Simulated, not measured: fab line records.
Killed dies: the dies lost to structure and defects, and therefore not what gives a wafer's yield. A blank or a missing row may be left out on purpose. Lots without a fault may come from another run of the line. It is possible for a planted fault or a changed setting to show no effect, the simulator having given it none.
Which tool is to blame? -- flow sky130 -- 42 wafers from 14 lots sampled at 3 of the route's 708 steps

== WHAT THE GAUGES READ, wafer by wafer ==
SKY_VIA3_OVL_MEAS_13. Usual: for VIA3_OVL the level is 2 nm and the standard deviation is 5.7.
lot,measured,on,VIA3_OVL (nm),flag
L406,day 40 06:31,overlay-02,7 10 3,
L407,day 40 11:34,overlay-01,-8 1 -12,
L409,day 41 03:16,overlay-02,-4 5 5,
L412,day 42 06:28,overlay-01,0 4 4,
L414,day 42 10:24,overlay-02,8 4 5,
L415,day 42 19:52,overlay-02,8 -4 4,
L416,day 43 03:06,overlay-02,7 3 0,
L420,day 44 03:40,overlay-02,1 4 3,
L421,day 44 13:01,overlay-02,-9 -8 -6,
L422,day 44 20:07,overlay-02,3 7 7,
L423,day 44 21:30,overlay-02,-6 -14 -7,
L424,day 45 04:01,overlay-01,-1 1 -1,
L425,day 45 12:36,overlay-01,9 8 12,
L427,day 46 00:04,overlay-01,-2 4 8,

SKY_VIA3_RS_MEAS_22: the measuring method here is four-point-probe. Usual: for VIA3_W_RS the level is 0.294 ohm/sq and the standard deviation is 0.0032.
lot,measured,on,VIA3_W_RS (ohm/sq),flag
L406,day 40 07:31,film metro-02,0.291 0.290 0.289,
L407,day 40 12:30,film metro-01,0.289 0.291 0.292,
L409,day 41 04:13,film metro-02,0.294 0.296 0.294,
L412,day 42 07:26,film metro-04,0.294 0.294 0.293,
L414,day 42 11:21,film metro-01,0.295 0.289 0.293,
L415,day 42 20:49,film metro-04,0.287 0.289 0.289,
L416,day 43 04:01,film metro-01,0.296 0.292 0.291,
L420,day 44 04:41,film metro-01,0.291 0.288 0.295,
L421,day 44 13:56,film metro-01,0.296 0.296 0.296,
L422,day 44 21:03,film metro-02,0.295 0.298 0.294,
L423,day 44 22:25,film metro-02,0.293 0.292 0.292,
L424,day 45 05:00,film metro-02,0.297 0.296 0.295,
L425,day 45 13:34,film metro-04,0.297 0.295 0.295,
L427,day 46 01:04,film metro-02,0.293 0.293 0.292,

== WHICH TOOL RAN EACH LOT (tool, then ch and the chambers of the sampled wafers, then the start) ==
lot,SKY_VIA3_CMP_02
L406,"cmp-01 ch 0,2,3, day 39 06:17"
L407,"cmp-01 ch 2,3, day 39 11:16"
L409,"cmp-02 ch 0,1,3, day 40 03:10"
L412,"cmp-01 ch 0,1,3, day 41 06:34"
L414,"cmp-02 ch 0,2, day 41 09:46"
L415,"cmp-02 ch 1,2,3, day 41 19:35"
L416,"cmp-01 ch 0,1,3, day 42 03:35"
L420,"cmp-01 ch 0,1,3, day 43 04:37"
L421,"cmp-01 ch 0,2,3, day 43 14:05"
L422,"cmp-02 ch 0,2,3, day 43 20:57"
L423,"cmp-02 ch 1,2,3, day 43 23:05"
L424,"cmp-01 ch 0,1,3, day 44 05:13"
L425,"cmp-02 ch 1,2,3, day 44 14:44"
L427,"cmp-01 ch 0,3, day 45 01:25"
- SKY_VIA3_CMP_02: polishes SiO2.

== AS READ BY THE TOOLS THEMSELVES (means over the sampled wafers that have a number; for cases with no such wafer, the mark the record gives instead) ==
SKY_VIA3_CMP_02. Usual: edge zone pressure frac 1.000, standard deviation 0.0049; head pressure psi 4.000 psi, standard deviation 0.0079; motor current A 11.9 A, standard deviation 1.1; retaining ring pressure frac 0.999, standard deviation 0.0053.
lot,tool,edge zone pressure frac,head pressure psi (psi),motor current A (A),retaining ring pressure frac,flag
L406,cmp-01,0.998,3.995,12.8,0.996,
L407,cmp-01,1.001,4.007,13.0,1.006,
L409,cmp-02,1.000,4.001,11.9,0.997,
L412,cmp-01,1.001,4.008,12.3,1.000,
L414,cmp-02,1.002,4.000,10.9,0.999,
L415,cmp-02,1.001,3.992,12.4,0.999,
L416,cmp-01,1.002,4.002,12.0,0.999,
L420,cmp-01,0.998,3.997,12.1,0.999,
L421,cmp-01,0.998,4.007,12.4,0.999,
L422,cmp-02,1.001,4.006,11.1,0.999,
L423,cmp-02,1.002,4.010,12.0,0.996,
L424,cmp-01,0.999,4.002,12.2,1.007,
L425,cmp-02,0.996,3.992,11.9,0.998,
L427,cmp-01,0.998,4.003,12.7,0.999,

== THE ANSWER, worked out from the rows above alone ==
Rule: a lot counts as off when the mean over its wafers that have a number is more than 3 standard deviations away from the usual mean. Also off: a lot with no number at a reading for which 4 or more lots have one. Where the step has rows for the other lots, those lots are counted as sound. The gauges are gone through in route order, then the tools' own readings, and for those a lot's mean is taken as printed above. The first step at which some lot is off is used, and at that step the reading that is off furthest; a lot without a number counts as furthest.
No lot is off on any of the readings shown, so nothing can be concluded from this.

== WHAT WAS PUT IN BY THE SIMULATOR ==
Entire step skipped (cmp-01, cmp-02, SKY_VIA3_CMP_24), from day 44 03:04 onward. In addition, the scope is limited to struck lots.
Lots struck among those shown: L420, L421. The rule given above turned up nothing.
